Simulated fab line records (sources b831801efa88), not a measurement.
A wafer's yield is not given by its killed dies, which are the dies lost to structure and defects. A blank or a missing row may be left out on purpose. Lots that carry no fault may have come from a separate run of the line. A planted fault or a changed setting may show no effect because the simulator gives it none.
2 desks looking at one fault + flow gf180mcu + each desk holds nothing but its own numbers, with what lay behind them at the end

== FOR THE TOOL OWNER'S DESK: hdpcvd-02 ==
The tool's own readings at GF_V3_CVD_00 (deposits SiO2, target thk 600 nm, time 100 s): means of the sampled wafers that have a number, for each lot that ran on this tool. The brackets show how far a lot's mean lies from the usual mean; more than 4 standard deviations puts the lot out of limits, marked OUT.
Columns: A = sih4_flow_sccm at GF_V3_CVD_00, usual 59.98 sccm; B = susceptor_temp_C at GF_V3_CVD_00, usual 400.01 C
| lot  | first seen here | A               | B      |
|------|-----------------|-----------------|--------|
| L949 | day 21 05:23    | 59.76           | 400.07 |
| L953 | day 23 04:40    | 60.02           | 400.05 |
| L957 | day 24 10:59    | 59.86           | 399.86 |
| L958 | day 24 21:40    | 59.87           | 400.13 |
| L961 | day 25 19:00    | 70.03 (+63) OUT | 399.83 |
| L970 | day 28 08:05    | 59.94           | 400.03 |
This desk finds L961 out of limits, L961 being first, at day 25 19:00 (sih4_flow_sccm at GF_V3_CVD_00). In limits: L949, L953, L957, L958, L970.

== FROM THE METROLOGY DESK ==
Lot by lot, what the gauges showed, no matter which tool ran the lot: averages of those sampled wafers that carry a number. The brackets show how far a lot's mean lies from the usual mean; more than 4 standard deviations puts the lot out of limits, marked OUT.
Columns: A = V3_CVD_00_THK at GF_V3_THK_MEAS_01, usual 598 nm
| lot  | first seen here | A             |
|------|-----------------|---------------|
| L949 | day 21 05:28    | 600           |
| L950 | day 22 02:39    | 591           |
| L952 | day 22 08:39    | 601           |
| L953 | day 23 04:44    | 613           |
| L955 | day 23 15:23    | 603           |
| L957 | day 24 11:04    | 592           |
| L958 | day 24 21:44    | 603           |
| L961 | day 25 19:04    | 686 (+11) OUT |
| L969 | day 28 00:47    | 596           |
| L970 | day 28 08:10    | 582           |
| L971 | day 28 14:04    | 609           |
This desk finds L961 out of limits, with the earliest case on L961 at day 25 19:04 (V3_CVD_00_THK at GF_V3_THK_MEAS_01). In limits: L949, L950, L952, L953, L955, L957, L958, L969, L970, L971.

== BROUGHT TOGETHER ==
On L961, at day 25 19:00, an alarm was possible from the tool owner's desk.
The metrology desk could have raised an alarm at day 25 19:04, on L961.
All the named lots went through GF_V3_CVD_00 on hdpcvd-02.

== WHAT THE SIMULATOR PUT IN ==
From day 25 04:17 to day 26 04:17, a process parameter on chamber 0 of hdpcvd-02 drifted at GF_V3_CVD_00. A move of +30 in setting sih4_flow_sccm, from 60. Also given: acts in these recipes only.
Shown lots that were struck: L961.
Hours from the fault's start to each desk's first reading out of limits: the tool owner's desk, 15; the metrology desk, 15.
